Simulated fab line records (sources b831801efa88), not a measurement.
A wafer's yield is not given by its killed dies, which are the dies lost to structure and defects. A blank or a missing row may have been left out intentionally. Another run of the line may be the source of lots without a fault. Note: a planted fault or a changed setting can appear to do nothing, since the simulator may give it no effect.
fab line records ; flow sfq_line
record lots=7; wafers=21; last_day=83
route steps=325 shown I5@231 C5@240
lots that met no fault: taken from a fault-free run of the same line
start_h: start of the lot's first displayed wafer, in hours after the record's first day ; wait_h: hours elapsed since this lot's preceding step ; " repeats the value in the row above ; L1.1+2: several wafers, shown together as one row ; - value missing, or start not given ; * or withheld: withheld ; < > ~ a bound
route shown NAME@n: names a module that has steps shown in the file, with the first one's number in the route ; usual: mean/standard deviation of fault-free wafers ; same: alike in all rows ; chamber/n: place in a boat ; sites: per-site readings ; _std_site: standard deviation across them ; _edge_site: the outer-site mean with the inner-site mean subtracted ; radius_mm: for every site, how far away it sits from the centre of the wafer ; mask NAME#n: copy n ; behind: the last tool/chamber to shape the wafer ; hold: why the lot was held/for how many hours/how that ended ; device: the transistor (n, p or np) that didn't switch ; end of line: tests of these same wafers at the route's end ; a step without rows: its recipe alone ; killed: the dies lost at the first sort to structure and to defects; this is not the yield of the wafer ; map: a wafer's dies, x killed, . not, _ none there
set.NAME: the setting as run; set.NAME@STEP: as run at that earlier step ; model.NAME: the simulator's own value behind a step, which no gauge read
a table for each step, a row for each wafer; lots at some steps of the route
services: from which hour (start_h, from the record's first day; less than 0 if before it) a tool's chamber was out of use, for how many hours, and why
## steps
# step SFQ_TRILAYER_I5_LITHO_SOFTBAKE_148
# recipe temp_c=withheld; time_s=withheld; resist=KrF
# step SFQ_TRILAYER_I5_LITHO_EXPOSE_145
# recipe mask_id=I5; na=0.6; source_shape=conventional; sigma_outer=0.65; target_cd_nm=700; dose_mj=21.3
# step SFQ_TRILAYER_I5_LITHO_PEB_147
# recipe peb_temp_c=115; peb_time_s=60; resist=KrF
# step SFQ_TRILAYER_I5_LITHO_DEVELOP_146
# recipe time_s=60; resist=KrF
# step SFQ_I5_OVL_MEAS_936
# usual I5_OVL=1/6.5
lot.wafer;tool;chamber;start_h;wait_h;I5_OVL[nm]
L229.1;overlay-01;-;1373.50;0.1;11
L229.2;overlay-01;-;1373.50;0.1;10
L229.5;overlay-01;-;1373.50;0.1;9
L232.1;overlay-01;-;1395.10;0.1;3
L232.3;overlay-01;-;1395.10;0.1;-4
L232.4;overlay-01;-;1395.10;0.1;0
L233.3;overlay-01;-;1398.71;0.1;-1
L233.4;overlay-01;-;1398.71;0.1;0
L233.6;overlay-01;-;1398.71;0.1;2
L236.3;overlay-01;-;1547.53;0.1;2
L236.5;overlay-01;-;1547.53;0.1;4
L236.6;overlay-01;-;1547.53;0.1;5
L247.1;overlay-02;-;1636.65;0.1;-1
L247.5;overlay-02;-;1636.65;0.1;1
L247.6;overlay-02;-;1636.65;0.1;0
L248.1;overlay-02;-;1638.84;0.1;11
L248.2;overlay-02;-;1638.84;0.1;9
L248.6;overlay-02;-;1638.84;0.1;2
L249.1;overlay-02;-;1642.44;0.1;-2
L249.3;overlay-02;-;1642.44;0.1;-5
L249.6;overlay-02;-;1642.44;0.1;0
# step SFQ_TRILAYER_I5_BARC_OPEN_VIA_ETCH_200
# recipe mask_material=PR; chemistry=O2; target_depth_nm=125; target=BARC; source_w=500; bias_w=80; pressure_mtorr=30; time_s=41.7
# usual chamber_pressure_mTorr=30.00/0.031; drypump_motor_current_A=5.86/0.24; oes_product_au=0.685/0.0043
# same time_s=41.7
lot.wafer;tool;chamber;start_h;wait_h;chamber_pressure_mTorr;drypump_motor_current_A;oes_product_au;rf_hours_counter_h
L229.1;rie_diel-04;1;1373.53;0.0;29.93;6.05;0.683;11
L229.2;rie_diel-04;3;1373.53;0.0;29.96;5.93;0.679;2
L229.5;rie_diel-04;1;1373.53;0.0;29.97;6.04;0.687;-
L232.1;rie_diel-03;1;1395.13;0.0;29.99;5.58;0.681;6
L232.3;rie_diel-03;0;1395.13;0.0;30.04;5.94;0.684;11
L232.4;rie_diel-03;3;1395.13;0.0;29.98;6.09;0.683;12
L233.3;rie_diel-01;2;1398.73;0.0;30.00;5.56;0.686;18
L233.4;rie_diel-01;0;1398.73;0.0;30.06;6.02;0.688;21
L233.6;rie_diel-01;1;1398.73;0.0;29.97;5.58;0.684;-
L236.3;rie_diel-01;1;1547.56;0.0;29.99;5.57;0.683;22
L236.5;rie_diel-01;3;1547.56;0.0;30.05;5.67;0.692;-
L236.6;rie_diel-01;2;1547.56;0.0;30.00;5.55;0.685;-
L247.1;rie_diel-03;3;1636.69;0.0;30.00;6.11;0.683;15
L247.5;rie_diel-03;0;1636.69;0.0;29.98;5.95;0.680;-
L247.6;rie_diel-03;3;1636.69;0.0;30.01;6.09;0.682;-
L248.1;rie_diel-04;1;1638.88;0.0;30.07;6.06;0.684;15
L248.2;rie_diel-04;3;1638.88;0.0;30.02;5.93;0.694;5
L248.6;rie_diel-04;2;1638.88;0.0;29.97;5.99;0.690;-
L249.1;rie_diel-04;0;1642.48;0.0;29.97;5.51;0.682;14
L249.3;rie_diel-04;2;1642.48;0.0;29.99;6.00;0.683;4
L249.6;rie_diel-04;2;1642.48;0.0;29.96;6.00;0.679;-
# step SFQ_TRILAYER_I5_ETCH_VIA_ETCH_147
# recipe stop_on=Nb; mask_material=PR; chemistry=CHF3; target_depth_nm=360; source_w=500; bias_w=80; pressure_mtorr=30; time_s=withheld
# usual chamber_pressure_mTorr=29.997/0.026; drypump_motor_current_A=5.87/0.24; oes_product_au=0.989/0.0051
lot.wafer;tool;chamber;start_h;wait_h;chamber_pressure_mTorr;drypump_motor_current_A;oes_product_au
L229.1;rie_diel-04;1;1373.57;0.0;29.999;6.07;0.978
L229.2;rie_diel-04;3;1373.57;0.0;29.968;5.93;0.985
L229.5;rie_diel-04;1;1373.57;0.0;29.998;6.09;0.980
L232.1;rie_diel-03;1;1395.17;0.0;30.019;5.55;0.995
L232.3;rie_diel-03;0;1395.17;0.0;30.003;5.97;1.000
L232.4;rie_diel-03;3;1395.17;0.0;29.987;6.08;0.989
L233.3;rie_diel-01;2;1398.77;0.0;30.006;5.51;1.001
L233.4;rie_diel-01;0;1398.77;0.0;30.007;6.01;0.985
L233.6;rie_diel-01;1;1398.77;0.0;30.018;5.59;0.982
L236.3;rie_diel-01;1;1547.60;0.0;29.981;5.57;0.996
L236.5;rie_diel-01;3;1547.60;0.0;30.023;5.67;0.983
L236.6;rie_diel-01;2;1547.60;0.0;29.998;5.55;0.989
L247.1;rie_diel-03;3;1636.73;0.0;30.030;6.11;0.991
L247.5;rie_diel-03;0;1636.73;0.0;29.978;5.97;0.991
L247.6;rie_diel-03;3;1636.73;0.0;30.011;6.08;0.994
L248.1;rie_diel-04;1;1638.92;0.0;29.950;6.05;0.990
L248.2;rie_diel-04;3;1638.92;0.0;29.970;5.92;0.986
L248.6;rie_diel-04;2;1638.92;0.0;29.960;5.98;0.990
L249.1;rie_diel-04;0;1642.52;0.0;30.015;5.49;0.982
L249.3;rie_diel-04;2;1642.52;0.0;30.014;5.98;0.988
L249.6;rie_diel-04;2;1642.52;0.0;30.024;5.97;0.992
# step SFQ_TRILAYER_I5_STRIP_STRIP_148
# recipe gas=O2; power_w=200; platen_temp_c=40; overash_fraction=0.65; chemistry=O2; pressure_mtorr=50
# usual chamber_pressure_mTorr=50.00/0.05; drypump_motor_current_A=5.3/0.35; oes_product_au=1.005/0.0096
# same overash_fraction=0.65
lot.wafer;tool;chamber;start_h;wait_h;chamber_pressure_mTorr;drypump_motor_current_A;oes_product_au;rf_hours_counter_h
L229.1;rie_metal-03;0;1373.72;-;50.03;4.8;1.014;13
L229.2;rie_metal-03;1;1373.72;-;50.03;5.8;1.011;52
L229.5;rie_metal-03;0;1373.72;-;50.00;4.8;1.007;-
L232.1;rie_metal-01;1;1395.32;-;49.99;5.6;1.011;78
L232.3;rie_metal-01;1;1395.32;-;49.93;5.6;1.007;-
L232.4;rie_metal-01;0;1395.32;-;50.02;5.2;1.005;-
L233.3;rie_metal-01;1;1399.12;-;50.05;5.6;1.021;-
L233.4;rie_metal-01;0;1399.12;-;49.88;5.2;1.012;-
L233.6;rie_metal-01;0;1399.12;-;50.07;5.2;1.009;-
L236.3;rie_metal-03;0;1547.95;-;49.96;4.8;0.999;-
L236.5;rie_metal-03;0;1547.95;-;50.04;4.8;1.003;-
L236.6;rie_metal-03;1;1547.95;-;49.98;5.7;1.012;-
L247.1;rie_metal-03;1;1636.88;-;50.01;5.7;1.033;85
L247.5;rie_metal-03;0;1636.88;-;49.99;4.7;1.006;-
L247.6;rie_metal-03;1;1636.88;-;50.00;5.8;1.022;-
L248.1;rie_metal-03;0;1639.07;-;49.98;4.8;1.010;51
L248.2;rie_metal-03;1;1639.07;-;49.98;5.7;1.012;85
L248.6;rie_metal-03;1;1639.07;-;50.04;5.7;1.026;-
L249.1;rie_metal-03;1;1642.67;-;49.98;5.7;1.002;85
L249.3;rie_metal-03;1;1642.67;-;50.02;5.7;1.008;-
L249.6;rie_metal-03;1;1642.67;-;50.00;5.7;1.016;-
# step SFQ_TRILAYER_I5_STRIP_SOLV_CLEAN_149
# recipe chemistry=NMP; temp_c=70; time_s=600
# step SFQ_TRILAYER_C5_LITHO_COAT_156
# recipe resist=BARC; spin_rpm=3000; resist_thk_nm=62
# step SFQ_TRILAYER_C5_LITHO_COAT_151
# recipe resist=KrF; spin_rpm=3000; resist_thk_nm=656.7
# step SFQ_TRILAYER_C5_LITHO_SOFTBAKE_155
# recipe temp_c=withheld; time_s=withheld; resist=KrF
# step SFQ_TRILAYER_C5_LITHO_EXPOSE_152
# recipe mask_id=C5; na=0.6; source_shape=conventional; sigma_outer=0.65; target_cd_nm=500; dose_mj=21.3
lot.wafer;tool;chamber;start_h;wait_h;mask;model.C5.overlay_x_nm
L229.1+2+5;krf_scanner-02;0;1481.11;-;C5#0;-0.82
L232.1+3+4;krf_scanner-01;0;1506.17;-;C5#0;4.446
L233.3+4+6;krf_scanner-02;0;1511.50;-;C5#0;4.055
L236.3+5+6;krf_scanner-02;0;1549.67;-;C5#0;-0.07178
L247.1+5+6;krf_scanner-01;0;1714.79;-;C5#0;84.74
L248.1+2+6;krf_scanner-01;0;1717.19;-;C5#0;78.67
L249.1+3+6;krf_scanner-01;0;1720.79;-;C5#0;92.46
# step SFQ_TRILAYER_C5_LITHO_PEB_154
# recipe peb_temp_c=115; peb_time_s=60; resist=KrF
# step SFQ_TRILAYER_C5_LITHO_DEVELOP_153
# recipe time_s=60; resist=KrF
# step SFQ_C5_OVL_MEAS_937
# usual C5_OVL=2/5.4
lot.wafer;tool;chamber;start_h;wait_h;C5_OVL[nm]
L229.1;overlay-01;-;1482.61;0.1;-1
L229.2;overlay-01;-;1482.61;0.1;1
L229.5;overlay-01;-;1482.61;0.1;2
L232.1;overlay-02;-;1507.67;0.1;1
L232.3;overlay-02;-;1507.67;0.1;4
L232.4;overlay-02;-;1507.67;0.1;10
L233.3;overlay-02;-;1512.61;0.1;6
L233.4;overlay-02;-;1512.61;0.1;1
L233.6;overlay-02;-;1512.61;0.1;8
L236.3;overlay-02;-;1550.78;0.1;-1
L236.5;overlay-02;-;1550.78;0.1;5
L236.6;overlay-02;-;1550.78;0.1;2
L247.1;overlay-02;-;1716.29;0.1;88
L247.5;overlay-02;-;1716.29;0.1;84
L247.6;overlay-02;-;1716.29;0.1;79
L248.1;overlay-02;-;1718.69;0.1;91
L248.2;overlay-02;-;1718.69;0.1;87
L248.6;overlay-02;-;1718.69;0.1;84
L249.1;overlay-01;-;1722.29;0.1;90
L249.3;overlay-01;-;1722.29;0.1;93
L249.6;overlay-01;-;1722.29;0.1;92
# step SFQ_TRILAYER_C5_BARC_OPEN_VIA_ETCH_210
# recipe mask_material=PR; chemistry=O2; target_depth_nm=125; target=BARC; source_w=500; bias_w=80; pressure_mtorr=30; time_s=41.7
# usual chamber_pressure_mTorr=29.996/0.024; drypump_motor_current_A=5.9/0.32; oes_product_au=0.685/0.0047
# same time_s=41.7
lot.wafer;tool;chamber;start_h;wait_h;chamber_pressure_mTorr;drypump_motor_current_A;oes_product_au;rf_hours_counter_h
L229.1;rie_diel-03;2;1482.65;0.0;29.993;6.2;0.692;20
L229.2;rie_diel-03;3;1482.65;0.0;29.987;6.1;0.685;14
L229.5;rie_diel-03;1;1482.65;0.0;30.027;5.6;0.686;-
L232.1;rie_diel-03;0;1507.71;0.0;30.032;6.0;0.685;13
L232.3;rie_diel-03;3;1507.71;0.0;29.974;6.1;0.682;14
L232.4;rie_diel-03;1;1507.71;0.0;29.950;5.6;0.666;7
L233.3;rie_diel-02;3;1512.63;0.0;30.026;6.5;0.684;15
L233.4;rie_diel-02;0;1512.63;0.0;29.995;5.5;0.685;-
L233.6;rie_diel-02;1;1512.63;0.0;30.020;5.9;0.685;-
L236.3;rie_diel-04;2;1550.81;0.0;29.981;6.0;0.684;3
L236.5;rie_diel-04;0;1550.81;0.0;29.973;5.5;0.685;-
L236.6;rie_diel-04;3;1550.81;0.0;29.993;5.9;0.683;-
L247.1;rie_diel-02;1;1716.33;0.0;30.032;6.0;0.682;3
L247.5;rie_diel-02;0;1716.33;0.0;30.037;5.6;0.687;-
L247.6;rie_diel-02;3;1716.33;0.0;30.010;6.4;0.691;-
L248.1;rie_diel-03;0;1718.73;0.0;29.991;5.9;0.679;17
L248.2;rie_diel-03;3;1718.73;0.0;30.027;6.1;0.679;18
L248.6;rie_diel-03;1;1718.73;0.0;30.005;5.6;0.688;-
L249.1;rie_diel-02;1;1722.33;0.0;30.017;6.0;0.681;3
L249.3;rie_diel-02;2;1722.33;0.0;30.030;5.3;0.677;13
L249.6;rie_diel-02;1;1722.33;0.0;29.967;6.0;0.687;-
## services
tool;chamber;start_h;hours;kind
rie_diel-01;-;1350.33;1.0;repair
rie_diel-04;1;1354.50;4.8;repair
rie_diel-03;3;1379.90;5.3;repair
rie_diel-04;-;1387.97;1.5;repair
rie_diel-04;-;1397.97;2.8;pm
rie_diel-04;0;1449.67;3.3;repair
rie_metal-03;1;1452.89;24.2;repair
rie_diel-01;2;1475.02;6.7;repair
krf_scanner-01;-;1477.60;0.8;pm
rie_diel-03;1;1484.78;2.3;repair
krf_scanner-01;-;1489.27;1.3;pm
rie_diel-03;-;1496.81;0.4;repair
krf_scanner-01;-;1510.97;1.0;pm
rie_diel-01;0;1511.55;5.5;repair
rie_diel-04;1;1513.49;5.4;repair
rie_diel-03;0;1522.79;3.0;repair
rie_diel-01;3;1528.49;2.6;repair
rie_diel-04;1;1573.06;7.8;repair
rie_diel-04;0;1584.96;9.7;repair
rie_metal-03;0;1597.24;9.7;repair
rie_diel-04;0;1599.95;10.1;repair
rie_diel-03;-;1616.74;0.8;repair
rie_diel-03;3;1620.23;11.1;repair
rie_diel-04;-;1682.50;4.8;repair
## key
first_sign step=SFQ_C5_OVL_MEAS_937; reading=C5_OVL; direction=up; sigmas=16; usual=2; struck=88
effect none on later readings
model_effect step=SFQ_TRILAYER_C5_LITHO_EXPOSE_152; value=C5.overlay_x_nm; without=-4.854; struck=85.29
met_at SFQ_TRILAYER_C5_LITHO_EXPOSE_152
struck_wafers L247.1,L247.5,L247.6,L248.1,L248.2,L248.6,L249.1,L249.3,L249.6
also_fits time
fault kind=scanner_matching_overlay; tool=krf_scanner-01; chamber=-; onset_h=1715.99; steps=SFQ_TRILAYER_C5_LITHO_EXPOSE_152; offset=90.142
